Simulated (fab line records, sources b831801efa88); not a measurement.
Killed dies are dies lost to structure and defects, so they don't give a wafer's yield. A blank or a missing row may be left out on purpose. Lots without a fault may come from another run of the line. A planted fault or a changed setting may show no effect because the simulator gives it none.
Tool commonality check | flow gf180mcu | 12 lots, 36 wafers sampled

WHY IT WAS OPENED
At GF_V4_THK_MEAS_01 the reading V4_CVD_00_THK is flagged on 2 of 12 lots. Wafers without a fault read 601 nm, standard deviation 7.4.
Rule: a lot is flagged when every wafer of it that has a number lies more than 4 standard deviations from that mean, or none has a number. The other lots count as sound.

lot  | measured     | on            | V4_CVD_00_THK (nm), wafer by wafer | flag
L943 | day 23 12:20 | film_metro-01 | 602 605 610                        |
L946 | day 24 17:26 | film_metro-01 | 1214 1171 1213                     | FLAGGED
L948 | day 25 09:55 | film_metro-01 | 1215 1213 1189                     | FLAGGED
L954 | day 27 16:56 | film_metro-03 | 599 614 602                        |
L955 | day 27 23:10 | film_metro-03 | 600 602 596                        |
L956 | day 28 02:45 | film_metro-03 | 597 596 592                        |
L958 | day 28 17:50 | film_metro-04 | 600 600 595                        |
L957 | day 28 22:22 | film_metro-03 | 607 602 606                        |
L959 | day 29 01:58 | film_metro-03 | 606 607 599                        |
L960 | day 29 03:00 | film_metro-04 | 610 610 614                        |
L963 | day 30 08:40 | film_metro-01 | 603 603 600                        |
L965 | day 30 17:26 | film_metro-01 | 607 608 594                        |
The numbers of the flagged lots are 1202 nm on average: +602 nm against the usual, or +81 standard deviations.

WHICH TOOL RAN EACH LOT
The record holds 2 process steps before the reading, out of a route of 602 steps. In each cell: the tool, then ch and the chambers that the sampled wafers went through, then the start.
lot  | flag    | GF_V3_SPUTTER_22             | GF_V4_CVD_00
L943 |         | pvd_sputter-04, day 22 12:29 | hdpcvd-02 ch 0,1, day 23 12:16
L946 | FLAGGED | pvd_sputter-04, day 23 16:51 | hdpcvd-01 ch 1,2, day 24 17:02
L948 | FLAGGED | pvd_sputter-03, day 24 11:12 | hdpcvd-02 ch 0,1, day 25 09:35
L954 |         | pvd_sputter-04, day 26 18:58 | hdpcvd-01 ch 0,1,2, day 27 16:51
L955 |         | pvd_sputter-03, day 27 00:31 | hdpcvd-02 ch 1,2, day 27 23:03
L956 |         | pvd_sputter-03, day 27 05:06 | hdpcvd-01 ch 0,1,2, day 28 02:41
L958 |         | pvd_sputter-04, day 27 20:28 | hdpcvd-01 ch 0,1, day 28 17:45
L957 |         | pvd_sputter-04, day 28 01:01 | hdpcvd-01 ch 0,1, day 28 22:17
L959 |         | pvd_sputter-04, day 28 05:16 | hdpcvd-01 ch 0,1, day 29 01:53
L960 |         | pvd_sputter-01, day 28 06:09 | hdpcvd-01 ch 0,1, day 29 02:55
L963 |         | pvd_sputter-04, day 29 12:41 | hdpcvd-02 ch 0,1, day 30 08:35
L965 |         | pvd_sputter-04, day 29 22:00 | hdpcvd-01 ch 1,2, day 30 17:20
What these steps do:
- GF_V3_SPUTTER_22: material TiN, target thk 10 nm, time 40 s.
- GF_V4_CVD_00: deposits SiO2, target thk 600 nm, time 100 s.
- GF_V4_THK_MEAS_01

FLAGGED OVER TOTAL, TOOL BY TOOL (the gauges that took the reading come last)
step              | tool           | lots run | flagged | share of the flagged lots | sound lots run after its first flagged lot
GF_V3_SPUTTER_22  | pvd_sputter-01 | 1        | 0       | none                      | -
GF_V3_SPUTTER_22  | pvd_sputter-03 | 3        | 1       | some                      | 2 (L955,L956)
GF_V3_SPUTTER_22  | pvd_sputter-04 | 8        | 1       | some                      | 6 (L954,L958,L957,L959,L963,L965)
GF_V4_CVD_00      | hdpcvd-01      | 8        | 1       | some                      | 7 (L954,L956,L958,L957,L959,L960,L965)
GF_V4_CVD_00      | hdpcvd-02      | 4        | 1       | some                      | 2 (L955,L963)
GF_V4_THK_MEAS_01 | film_metro-01  | 5        | 2       | all                       | 2 (L963,L965)
GF_V4_THK_MEAS_01 | film_metro-03  | 5        | 0       | none                      | -
GF_V4_THK_MEAS_01 | film_metro-04  | 2        | 0       | none                      | -

WHAT THE TABLE ALLOWS
1 row of the table ran every flagged lot: film_metro-01 at GF_V4_THK_MEAS_01.
- film_metro-01 at GF_V4_THK_MEAS_01: 2 of its 5 lots flagged. Sound lots ran on it after the first flagged one (L963, L965), which a lasting fault on the whole tool wouldn't allow.
No row of the table ran every flagged lot and no sound lot after the first.

WHAT THE SIMULATOR HAD PUT IN
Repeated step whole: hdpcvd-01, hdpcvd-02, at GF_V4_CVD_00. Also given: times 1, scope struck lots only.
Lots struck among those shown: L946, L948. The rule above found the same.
